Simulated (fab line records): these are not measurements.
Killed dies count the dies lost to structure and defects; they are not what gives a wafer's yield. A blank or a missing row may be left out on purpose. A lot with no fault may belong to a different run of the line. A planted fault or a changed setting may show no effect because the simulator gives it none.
Which tool did it? ; flow sky130 ; Sampling: 12 lots, 33 wafers, 3 of 708 route steps

## WHAT EACH GAUGE READ, for each wafer
SKY_LI_CONTACT_THK_MEAS_23: measures by xrf. Usual: LI_CONTACT_W_THK typically reads 394 nm, with standard deviation 6.9.
lot;measured;on;LI_CONTACT_W_THK (nm);flag
L814;day 29 09:39;filmMetro-02;386 393 391;
L815;day 29 16:02;filmMetro-02;391 382 390;
L816;day 30 04:34;filmMetro-03;398 398 390;
L817;day 30 12:05;filmMetro-01;399 401 398;
L820;day 31 16:04;filmMetro-03;394 394 394;
L824;day 32 21:58;filmMetro-03;392 398;
L827;day 33 15:28;filmMetro-03;386 383;
L828;day 33 22:20;filmMetro-02;392 393;
L832;day 35 07:10;filmMetro-02;387 400 398;
L834;day 36 02:38;filmMetro-02;394 402 397;
L835;day 36 04:34;filmMetro-03;392 403 395;
L836;day 37 17:12;filmMetro-02;389 387 389;

## WHICH TOOL RAN EACH LOT (tool, then ch and the chambers of the sampled wafers, then the start)
lot;SKY_POLY_CUT_ETCH_11;SKY_POLY_CUT_STRIP_12
L814;rieDiel-01 ch 1,3, day 24 10:38;plasmaAsher-03 ch 0,1, day 24 10:40
L815;rieDiel-02 ch 0,3, day 24 18:36;plasmaAsher-01 ch 0,1, day 24 18:38
L816;rieDiel-01 ch 1,3, day 25 08:23;plasmaAsher-02 ch 0,1, day 25 08:25
L817;rieDiel-01 ch 0,2,3, day 25 14:51;plasmaAsher-01 ch 0,1, day 25 14:53
L820;rieDiel-04 ch 0,3, day 26 20:38;plasmaAsher-02 ch 0,1, day 26 20:40
L824;rieDiel-02 ch 1,2, day 28 03:45;plasmaAsher-03 ch 0,1, day 28 03:47
L827;rieDiel-04 ch 0,3, day 28 22:04;plasmaAsher-02 ch 1, day 28 22:07
L828;rieDiel-04 ch 0,2, day 29 07:30;plasmaAsher-03 ch 0,1, day 29 07:32
L832;rieDiel-02 ch 0,1, day 30 17:17;plasmaAsher-03 ch 0,1, day 30 17:19
L834;rieDiel-01 ch 1,3, day 31 13:26;plasmaAsher-01 ch 0,1, day 31 13:29
L835;rieDiel-04 ch 1,3, day 31 17:15;plasmaAsher-03 ch 0,1, day 31 17:17
L836;rieDiel-02 ch 0,1,2, day 33 06:23;plasmaAsher-03 ch 0,1, day 33 06:26
- SKY_POLY_CUT_ETCH_11: etches Si3N4 in CF4/CH2F2/Ar, stops on poly-Si, time 42.5 s, target depth 60 nm.
- SKY_POLY_CUT_STRIP_12: strips in O2/N2.

## AS READ BY THE TOOLS THEMSELVES (means over the sampled wafers that have a number; for cases with no such wafer, the mark the record gives instead)
SKY_POLY_CUT_ETCH_11. Usual: drypumpMotorCurrentA 5.8 A, standard deviation 0.38; oesProductAu 0.831 a.u., standard deviation 0.0064; throttleValvePct 14.996 %, standard deviation 0.009.
lot;tool;drypumpMotorCurrentA (A);oesProductAu (a.u.);throttleValvePct (%);flag
L814;rieDiel-01;5.9;0.825;14.998;
L815;rieDiel-02;6.2;0.826;14.996;
L816;rieDiel-01;5.9;0.825;14.991;
L817;rieDiel-01;5.8;0.830;15.004;
L820;rieDiel-04;5.5;0.836;15.003;
L824;rieDiel-02;5.8;0.831;14.994;
L827;rieDiel-04;5.4;0.833;15.000;
L828;rieDiel-04;5.4;0.834;14.988;
L832;rieDiel-02;6.2;0.831;14.988;
L834;rieDiel-01;5.9;0.831;14.996;
L835;rieDiel-04;5.4;0.837;14.995;
L836;rieDiel-02;5.9;0.837;14.998;

SKY_POLY_CUT_STRIP_12. Usual: drypumpMotorCurrentA 5.7 A, standard deviation 0.43; oesProductAu 0.452 a.u., standard deviation 0.0042; stripTimeToEndpointS 5.357 s, standard deviation 0.016.
lot;tool;drypumpMotorCurrentA (A);oesProductAu (a.u.);stripTimeToEndpointS (s);flag
L814;plasmaAsher-03;5.7;0.452;5.368;
L815;plasmaAsher-01;5.9;0.448;5.343;
L816;plasmaAsher-02;5.9;0.452;5.342;
L817;plasmaAsher-01;5.6;0.446;5.374;
L820;plasmaAsher-02;5.5;0.453;5.337;
L824;plasmaAsher-03;5.7;0.457;5.345;
L827;plasmaAsher-02;5.1;0.455;5.357;
L828;plasmaAsher-03;5.7;0.453;5.362;
L832;plasmaAsher-03;5.7;0.451;5.346;
L834;plasmaAsher-01;5.6;0.454;5.363;
L835;plasmaAsher-03;5.7;0.448;5.317;
L836;plasmaAsher-03;5.6;0.452;5.343;

## THE ANSWER, worked out from the rows above alone
Rule: a lot is off if the mean of its wafers that have a number lies more than 3 standard deviations from the usual mean. Also off: a lot with no number at a reading for which 4 or more lots have one. Any other lot the step has rows for is counted as sound. First the gauges in route order, then the tools' own readings, where a lot's mean is used as printed above. The first step at which some lot is off is used, and at that step the reading that is off furthest; a lot without a number counts as furthest.
No lot is off at any reading shown: from this, nothing can be told.

## WHAT THE SIMULATOR HAD INSERTED
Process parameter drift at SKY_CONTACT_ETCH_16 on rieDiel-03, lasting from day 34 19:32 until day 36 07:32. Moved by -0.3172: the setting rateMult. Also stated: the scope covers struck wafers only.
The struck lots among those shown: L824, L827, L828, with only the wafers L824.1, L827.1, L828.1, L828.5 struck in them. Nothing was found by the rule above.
